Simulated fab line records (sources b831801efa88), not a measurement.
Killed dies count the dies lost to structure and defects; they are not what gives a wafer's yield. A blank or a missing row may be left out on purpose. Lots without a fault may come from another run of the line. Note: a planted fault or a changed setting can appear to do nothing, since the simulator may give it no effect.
A lot that was struck, set against a sound lot | flow gf180mcu | 14 steps out of a route of 602
Sound: wafers L166.2, L166.4, L166.6. Wafers L165.2, L165.3, L165.4 were the ones struck. The cause comes at the end.
For every step that has rows: the tool of each side, followed by ch and its chambers, followed by its first start. Under that, the readings that differ: sound wafers | struck wafers | difference of the means | sigmas: that difference in standard deviations of wafers without a fault.
alike: readings whose means differ by less than 2 such deviations, and words and numbers that are the same on both sides. not compared: withheld readings, readings that some wafer has no value for, bounds like >300 that may hide the same value, and numbers for which the record gives no deviation and whose values overlap.
Wherever a step has rows on one side only, a row that says differs or no value, or a row with sigmas, the two part there. Non-overlapping numbers with no deviation appear without sigmas and do not part them. A reading missing from all wafers of one side parts the sides only when that side holds two or more wafers.

GF_M4_SPUTTER_01: material TiN, target thk 30 nm, time 25 s.
  sound on pvd sputter-02, day 26 20:55; struck on pvd sputter-02, day 26 16:16
  alike: cathode dc power W, chamber pressure pa, throttle valve pct
GF_M4_SPUTTER_02: material AlCu, target thk 450 nm, time 23.9 s.
  sound on pvd sputter-02, day 26 20:56; struck on pvd sputter-02, day 26 16:17
  alike: cathode dc power W, chamber pressure pa, throttle valve pct
GF_M4_SPUTTER_03: material Ti, target thk 10 nm, time 6.7 s.
  sound on pvd sputter-02, day 26 20:58; struck on pvd sputter-02, day 26 16:19
  alike: cathode dc power W, chamber pressure pa, throttle valve pct
GF_M4_SPUTTER_04: material TiN, target thk 50 nm, time 41.7 s.
  sound on pvd sputter-02, day 26 20:59; struck on pvd sputter-02, day 26 16:20
  alike: cathode dc power W, chamber pressure pa, throttle valve pct
GF_M4_RS_MEAS_05: the measuring method here is four-point-probe.
  sound on film metro-01, day 26 21:03; struck on film metro-01, day 26 16:24
  alike: M4_ALCU_RS
GF_M4_THK_MEAS_06: measures by xrf.
  sound on film metro-01, day 26 21:10; struck on film metro-01, day 26 16:31
  alike: M4_ALCU_THK
then, 6 steps without rows for these wafers: GF_M4_DEHYDRATE_07 (time 60 s); GF_M4_HMDS_08 (prime time 60 s); GF_M4_COAT_09 (resist thk 1000 nm); GF_M4_SOFTBAKE_10 (time 60 s); GF_M4_EXPOSE_11 (exposes mask Metal4, target cd 280 nm); GF_M4_PEB_12 (peb time 90 s).
GF_M4_DEVELOP_13: develop time 60 s.
  sound on litho track-02 ch 0, day 27 17:10; struck on litho track-01, day 27 12:55
  no value came back on the struck wafers for chill plate temp C (C), develop time s (s), resist line temp C (C); on the sound wafers chill plate temp C (C) reads 22.93 23.07 22.91
  reading                             | sound             | struck         | difference | sigmas
  model.KrF_of_M4_COAT_09.thk nm (nm) | 993.7 992.8 993.2 | 1005 1007 1008 | +13        |
GF_M4_CD_MEAS_14: the cd target is 280 nm.
  sound on cd sem-02, day 27 17:18; struck on cd sem-01, day 27 13:03
  reading    | sound             | struck | difference                    | sigmas
  cd nm (nm) | 281.3 279.6 281.7 | - - -  | no value on the struck wafers |

== WHERE THEY PART ==
First at GF_M4_DEVELOP_13; last, within this record, at GF_M4_CD_MEAS_14.

WHY: the cause the simulator had injected
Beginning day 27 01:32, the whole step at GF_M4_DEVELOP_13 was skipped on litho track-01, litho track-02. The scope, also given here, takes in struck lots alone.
